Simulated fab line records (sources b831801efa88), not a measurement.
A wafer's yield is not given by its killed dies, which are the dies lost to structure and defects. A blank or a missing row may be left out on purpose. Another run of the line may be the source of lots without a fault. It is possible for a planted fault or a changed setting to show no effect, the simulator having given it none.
2 desks looking at one fault    flow sky130    each desk holds nothing but its own numbers, with what lay behind them at the end

AT THE TOOL OWNER'S DESK: pvdSputter-02
The tool's own readings at SKY_CAPM_SPUTTER_02 (material TiN, target thk 200 nm, time 166.7 s): means of the sampled wafers that have a number, for each lot that ran on this tool. Any lot whose mean is over 4 standard deviations away from the usual mean is out of limits and marked OUT; that distance is given in the brackets.
Columns: A = chamberPressurePa at SKY_CAPM_SPUTTER_02, usual 0.4000 Pa; B = throttleValvePct at SKY_CAPM_SPUTTER_02, usual 29.2 %
lot   first seen here  A       B
L790  day 39 13:17     0.4003  29.0
L800  day 42 08:55     0.3999  28.4
L802  day 42 22:19     0.3997  29.0
L803  day 43 13:08     0.3998  28.4
Result from this desk: across the 4 lots, nothing is out of limits.

THE METROLOGY DESK
Means of the sampled wafers that have a number, per lot and without regard to the tool the lot ran on: this is what the gauges read. Any lot whose mean is over 4 standard deviations away from the usual mean is out of limits and marked OUT; that distance is given in the brackets.
Columns: A = CAPM_TIN_RS at SKY_CAPM_RS_MEAS_03, usual 6.95 ohm/sq; B = CAPM_TIN_THK at SKY_CAPM_THK_MEAS_04, usual 196.6 nm; C = CAPM_OVL at SKY_CAPM_OVL_MEAS_12, usual 0.1 nm
lot   first seen here  A     B      C
L780  day 36 08:14     7.14  190.6  0.2
L790  day 39 13:25     6.66  205.3  0.0
L793  day 40 07:59     6.88  198.2  0.6
L794  day 40 20:46     7.02  194.6  1.5
L795  day 41 02:03     6.97  196.0  1.6
L800  day 42 09:01     6.86  200.6  -1.5
L801  day 42 19:58     6.93  196.1  0.6
L802  day 42 22:26     6.98  194.7  0.9
L803  day 43 13:15     6.87  199.4  0.8
Result from this desk: across the 9 lots, nothing is out of limits.

ALL TOGETHER
Nothing out of limits was seen by the tool owner's desk.
At the metrology desk, nothing out of limits was observed.

WHAT THE SIMULATOR HAD PUT IN
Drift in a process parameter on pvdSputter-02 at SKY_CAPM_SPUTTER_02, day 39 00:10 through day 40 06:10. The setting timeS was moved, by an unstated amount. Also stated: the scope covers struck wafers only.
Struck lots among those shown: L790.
